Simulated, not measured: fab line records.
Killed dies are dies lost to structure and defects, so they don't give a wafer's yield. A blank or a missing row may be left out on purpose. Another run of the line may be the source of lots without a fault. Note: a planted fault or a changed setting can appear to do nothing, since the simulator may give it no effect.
A struck lot beside a sound one + flow sky130 + 16 steps out of a route of 708
Sound: wafers L228.1, L228.2, L228.3. Struck: wafer L246.4. (L246.2 of the same lot was not struck and is left out.) The cause comes at the end.
Per side, at each step with rows, come the tool, then ch with its chambers, and then its first start. Under that, the readings that differ: sound wafers + struck wafers + difference of the means + sigmas: that difference in standard deviations of wafers without a fault.
alike: readings whose means differ by less than 2 such deviations, and words and numbers that are the same on both sides. not compared: withheld readings, readings that some wafer has no value for, bounds like >300 that may hide the same value, and numbers for which the record gives no deviation and whose values overlap.
A row with sigmas, a row that says differs or no value, or rows on one side alone: a step with any of these is where the two part. Numbers that don't overlap but have no deviation are shown without sigmas and don't part them. A reading that every wafer of one side lacks parts them only if that side has two wafers or more.

first, 3 steps without rows for these wafers: SKY_VIA1_EXPOSE_09 (exposes mask VIM, target cd 150 nm); SKY_VIA1_PEB_10; SKY_VIA1_DEVELOP_11 (develop time 60 s).
SKY_VIA1_CD_MEAS_12 targets a cd of 150 nm.
  sound: cd-sem-01 at day 33 21:11; struck: cd-sem-02 at day 39 14:28
  alike: cd-nm
SKY_VIA1_OVL_MEAS_13:
  sound: overlay-02 at day 33 21:18; struck: overlay-02 at day 39 14:34
  alike: VIA1_OVL
SKY_VIA1_ETCH_14: etches BARC in N2/H2, stops on SiO2, time 45.9 s, target depth 60 nm.
  sound on rie-diel-02 ch 0,2,3, day 33 21:20; struck on rie-diel-02 ch 3, day 39 14:36
  alike: drypump-motor-current-A, oes-product-au, throttle-valve-pct
  not compared: rf-hours-counter-h
SKY_VIA1_ETCH_15: etches SiO2 in C4F8/O2/Ar, stops on TiN, target depth 351 nm, time 54 s.
  sound on rie-diel-02 ch 0,2,3, day 33 21:23; struck on rie-diel-02 ch 3, day 39 14:39
  alike: oes-product-au
  not compared: rf-hours-counter-h
SKY_VIA1_STRIP_16: strips in O2/N2.
  sound on plasma-asher-01 ch 0,1, day 33 21:25; struck on plasma-asher-03 ch 1, day 39 14:41
  alike: drypump-motor-current-A, oes-product-au, strip-time-to-endpoint-s
  not compared: rf-hours-counter-h
then, 3 steps without rows for these wafers: SKY_VIA1_STRIP_17 (strips in post etch residue remover, time 1200 s); SKY_VIA1_CLEAN_18 (cleans in IPA, time 180 s); SKY_VIA1_CLEAN_19 (cleans in O3/DIW).
SKY_VIA1_SPUTTER_20: material TiN, target thk 20 nm, time 80 s.
  sound: pvd-sputter-04 at day 33 22:03; struck: pvd-sputter-02 at day 39 15:22
| reading                | sound          | struck | difference | sigmas |
|------------------------|----------------|--------|------------|--------|
| throttle-valve-pct (%) | 29.5 28.4 29.4 | 30.9   | +1.8       | +2     |
  alike: cathode-dc-power-W
SKY_VIA1_CVD_21: deposits W, target thk 270 nm, time 80.902 s.
  sound on cvd-w-02 ch 0,1, day 33 22:07; struck on cvd-w-01 ch 1, day 39 15:25
| reading                            | sound             | struck | difference | sigmas |
|------------------------------------|-------------------|--------|------------|--------|
| heater-power-w (W)                 | 768 833 751       | 977    | +193       | +2     |
| model.W_of_VIA1_CVD_21.thk-nm (nm) | 268.9 267.2 266.3 | 257.9  | -9.6       |        |
SKY_VIA1_RS_MEAS_22: measures by four-point-probe.
  sound: film-metro-04 at day 33 22:12; struck: film-metro-03 at day 39 15:32
| reading            | sound             | struck | difference | sigmas |
|--------------------|-------------------|--------|------------|--------|
| VIA1_W_RS (ohm/sq) | 0.428 0.431 0.433 | 0.447  | +0.016     | +4     |
SKY_VIA1_THK_MEAS_23: measures by xrf.
  sound: film-metro-04 at day 33 22:19; struck: film-metro-03 at day 39 15:38
| reading         | sound       | struck | difference | sigmas |
|-----------------|-------------|--------|------------|--------|
| VIA1_W_THK (nm) | 273 269 269 | 255    | -15        | -5     |
-- the record jumps here: 10 days lie between the struck wafers' starts before and after (it left off in module VIA1 and takes up again in module PAD_OPEN, whose first step shown is number 708 of the route) --
SKY_PAD_OPEN_PROBE_99:
  sound: prober-01 at day 45 17:43; struck: prober-02 at day 50 01:13
  alike: defect-limited-yield, killed_at_M0_to_M3, killed_at_M4_up, killed-at-contacts, killed-at-front-end, killed-at-other, killed-dies, killed-open, killed-short, sort_bin_3_pad_short, sort_bin_5_function, sort_bin_6_memory, sort-n-pass, sort-yield-pct

== WHERE THEY PART ==
Last at SKY_VIA1_THK_MEAS_23 as far as this record goes, first at SKY_VIA1_SPUTTER_20. Later steps at which nothing parts them and some readings are alike: SKY_PAD_OPEN_PROBE_99.

WHY: what the simulator had put in
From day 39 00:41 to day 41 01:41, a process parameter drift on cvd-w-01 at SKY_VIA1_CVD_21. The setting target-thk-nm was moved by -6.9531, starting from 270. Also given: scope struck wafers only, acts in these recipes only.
